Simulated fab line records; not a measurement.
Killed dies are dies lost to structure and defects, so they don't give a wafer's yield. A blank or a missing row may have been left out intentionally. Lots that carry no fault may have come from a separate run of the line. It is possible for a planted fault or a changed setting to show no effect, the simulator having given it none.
Which tool was responsible? ; flow sky130 ; 36 wafers from 12 lots sampled at 3 of the route's 708 steps

## WHAT THE GAUGES READ, wafer by wafer
SKY_VIA4_BOW_MEAS_03. Usual: VIA4_BOW typically reads 80 um, with standard deviation 8.8.
lot;measured;on;VIA4_BOW (um);flag
L845;day 41 08:40;film_metro-01;74 80 86;
L848;day 42 10:35;film_metro-02;79 66 67;
L849;day 43 12:11;film_metro-03;88 65 72;
L851;day 43 13:13;film_metro-02;71 71 67;
L850;day 43 16:51;film_metro-01;67 71 72;
L853;day 43 21:35;film_metro-03;70 62 82;
L856;day 44 23:44;film_metro-02;85 86 86;
L855;day 45 00:32;film_metro-03;71 64 74;
L857;day 45 03:47;film_metro-03;90 94 90;
L858;day 45 07:01;film_metro-02;88 91 85;
L859;day 45 11:24;film_metro-02;88 83 84;
L868;day 47 15:38;film_metro-01;71 84 80;

SKY_VIA4_OVL_MEAS_11. Usual: VIA4_OVL typically reads -0.6 nm, with standard deviation 1.1.
lot;measured;on;VIA4_OVL (nm);flag
L845;day 42 08:40;overlay-01;-0.9 0.3 -1.6;
L848;day 43 09:25;overlay-02;-2.6 -1.4 -1.7;
L849;day 44 10:02;overlay-02;1.1 -0.9 -0.4;
L851;day 44 11:31;overlay-01;-1.5 -0.6 -1.9;
L850;day 44 14:40;overlay-01;-2.2 -2.1 0.7;
L853;day 44 19:22;overlay-02;-1.1 0.6 -0.3;
L856;day 45 19:53;overlay-02;-0.1 -1.6 -1.3;
L855;day 45 20:55;overlay-02;0.2 0.5 1.1;
L857;day 46 00:10;overlay-01;-0.6 -0.5 -1.2;
L858;day 46 04:04;overlay-01;1.1 0.9 1.1;
L859;day 46 07:14;overlay-01;-0.9 0.7 0.4;
L868;day 48 10:37;overlay-02;-1.0 -0.9 -2.7;

## EACH LOT AND THE TOOL THAT RAN IT (in order: tool; ch and the chambers of the sampled wafers; start)
lot;SKY_VIA1_CMP_24
L845;cmp-01 ch 0,2,3, day 33 09:25
L848;cmp-01 ch 1,2,3, day 34 14:29
L849;cmp-01 ch 0,3, day 35 20:05
L851;cmp-01 ch 0,3, day 35 20:26
L850;cmp-01 ch 1,2, day 35 22:38
L853;cmp-01 ch 1,2,3, day 36 05:14
L856;cmp-02 ch 0,1,2, day 37 13:29
L855;cmp-02 ch 0,2,3, day 37 14:23
L857;cmp-01 ch 0,1,3, day 37 21:35
L858;cmp-01 ch 0,1,3, day 38 03:25
L859;cmp-01 ch 0,1, day 38 08:56
L868;cmp-02 ch 0,1,3, day 40 19:10
- SKY_VIA1_CMP_24: polishes, stops on SiO2, t overpolish 15 s, target thk 0 nm.

## AS READ BY THE TOOLS THEMSELVES (means over the sampled wafers that have a number; for cases with no such wafer, the mark the record gives instead)
SKY_VIA1_CMP_24. Usual: motor_current_A 11.3 A, standard deviation 1.2; overpolish_run_s 15.001 s, standard deviation 0.0089; time_to_endpoint_s 66.3 s, standard deviation 2.5.
lot;tool;motor_current_A (A);overpolish_run_s (s);time_to_endpoint_s (s);flag
L845;cmp-01;11.0;15.003;67.0;
L848;cmp-01;10.8;15.003;66.7;
L849;cmp-01;11.1;14.994;67.4;
L851;cmp-01;10.8;15.002;67.8;
L850;cmp-01;11.4;14.997;69.8;
L853;cmp-01;10.9;15.005;67.2;
L856;cmp-02;11.3;15.004;64.9;
L855;cmp-02;11.3;15.000;67.4;
L857;cmp-01;12.0;14.991;64.8;
L858;cmp-01;11.8;15.001;67.1;
L859;cmp-01;12.3;15.000;67.0;
L868;cmp-02;11.1;15.004;60.8;

## THE ANSWER, worked out from the rows above alone
Rule: a lot counts as off when the mean over its wafers that have a number is more than 3 standard deviations away from the usual mean. Also off: a lot with no number at a reading for which 4 or more lots have one. The other lots that the step has rows for count as sound. First the gauges in route order, then the tools' own readings, where a lot's mean is used as printed above. The first step at which some lot is off is used, and at that step the reading that is off furthest; a lot without a number counts as furthest.
Across all readings shown, no lot is off: no conclusion can be drawn from this.

## WHAT HAD BEEN PUT IN BY THE SIMULATOR
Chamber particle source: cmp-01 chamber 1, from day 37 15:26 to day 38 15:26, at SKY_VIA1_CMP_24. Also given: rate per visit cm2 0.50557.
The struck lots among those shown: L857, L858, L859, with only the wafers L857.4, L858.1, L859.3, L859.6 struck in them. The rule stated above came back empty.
